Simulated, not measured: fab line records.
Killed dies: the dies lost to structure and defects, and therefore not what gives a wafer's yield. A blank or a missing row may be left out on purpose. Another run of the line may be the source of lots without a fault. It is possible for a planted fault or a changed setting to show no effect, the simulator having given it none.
A single fault, viewed from 2 desks    flow sky130    each desk has only its own numbers; what lay behind them comes last

THE METROLOGY DESK
Lot by lot, what the gauges showed, no matter which tool ran the lot: averages of those sampled wafers that carry a number. Any lot whose mean is over 4 standard deviations away from the usual mean is out of limits and marked OUT; that distance is given in the brackets.
Columns: A = cd-nm at SKY_VIA3_CD_MEAS_12, usual 199.7 nm; B = METAL4_OVL at SKY_METAL4_OVL_MEAS_14, usual 2 nm
lot   first seen here  A      B
L447  day 39 05:38     200.5  11
L456  day 42 16:14     202.6  -
L457  day 42 18:15     200.9  -
L459  day 43 09:55     197.2  5
L460  day 43 14:51     200.9  7
L461  day 43 15:34     199.2  -5
L462  day 44 00:33     201.2  3
L463  day 44 06:13     198.9  -1
L464  day 44 17:34     201.2  4
L465  day 45 12:43     199.5  -3
L467  day 45 18:08     196.9  3
L468  day 45 19:03     198.6  -3
L466  day 45 21:01     201.3  1
L469  day 46 00:49     197.0  -4
Result from this desk: across the 14 lots, nothing is out of limits.

FOR THE TOOL OWNER'S DESK: iline-stepper-02
The tool's own readings at SKY_CAP2M_EXPOSE_09 (exposes mask CAP2M, target cd 1000 nm): means of the sampled wafers that have a number, for each lot that ran on this tool. Any lot whose mean is over 4 standard deviations away from the usual mean is out of limits and marked OUT; that distance is given in the brackets.
Columns: A = exposure-dose-mJ-cm2 at SKY_CAP2M_EXPOSE_09, usual 159.01; B = focus-offset-nm at SKY_CAP2M_EXPOSE_09, usual 0.0 nm
lot   first seen here  A       B
L464  day 45 06:07     158.97  0.6
L468  day 46 07:02     158.94  -0.3
L466  day 46 09:07     159.02  -0.1
L469  day 46 13:22     158.85  0.5
Result from this desk: across the 4 lots, nothing is out of limits.

BROUGHT TOGETHER
From the metrology desk's view, nothing was out of limits.
Nothing out of limits was seen by the tool owner's desk.

WHAT THE SIMULATOR HAD INSERTED
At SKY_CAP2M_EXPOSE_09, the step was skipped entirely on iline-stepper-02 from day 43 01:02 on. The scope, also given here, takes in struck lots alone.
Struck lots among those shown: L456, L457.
